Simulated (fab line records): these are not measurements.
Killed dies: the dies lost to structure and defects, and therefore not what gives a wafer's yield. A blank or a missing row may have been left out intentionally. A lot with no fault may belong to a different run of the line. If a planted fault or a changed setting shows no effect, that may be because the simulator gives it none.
The tool behind it: which one? :: flow sky130 :: 21 wafers sampled from 7 lots at 1 step of a route of 708

## WHAT THE GAUGES READ, wafer by wafer
SKY_VIA3_CD_MEAS_12 targets a cd of 200 nm.
lot: L171
measured: day 40 05:13
on: cd sem-02
cd nm (nm): 198.5 201.8 200.1

lot: L174
measured: day 41 01:44
on: cd sem-02
cd nm (nm): 202.8 201.3 201.2

lot: L184
measured: day 43 19:08
on: cd sem-01
cd nm (nm): 199.0 199.5 198.9

lot: L186
measured: day 44 16:22
on: cd sem-01
cd nm (nm): 199.3 197.8 199.3

lot: L187
measured: day 45 13:34
on: cd sem-01
cd nm (nm): 199.8 199.8 199.5

lot: L189
measured: day 45 15:13
on: cd sem-02
cd nm (nm): 200.2 199.8 200.3

lot: L193
measured: day 45 22:58
on: cd sem-01
cd nm (nm): 200.2 200.3 200.2

## WHICH TOOL RAN EACH LOT (tool, then ch and the chambers of the sampled wafers, then the start)
There is no process step in the record ahead of these readings.

## THE ANSWER, worked out from the rows above alone
Rule: usual is defined by the lots themselves. The widest of any qualifying gaps counts: lots, ordered by their means at a reading, are off when they make up no more than a third of the lots, leave a main group of 4 or more, and stand apart from it by 3 or more times the standard deviation of that group's means. The tables above print the reading to a certain number of digits; a main group whose means all agree to those digits is not used. Also off: a lot with no number at a reading for which 4 or more lots have one. Where the step has rows for the other lots, those lots are counted as sound.
Nothing can be told from this: no lot is off at any reading shown.

## WHAT HAD BEEN PUT IN BY THE SIMULATOR
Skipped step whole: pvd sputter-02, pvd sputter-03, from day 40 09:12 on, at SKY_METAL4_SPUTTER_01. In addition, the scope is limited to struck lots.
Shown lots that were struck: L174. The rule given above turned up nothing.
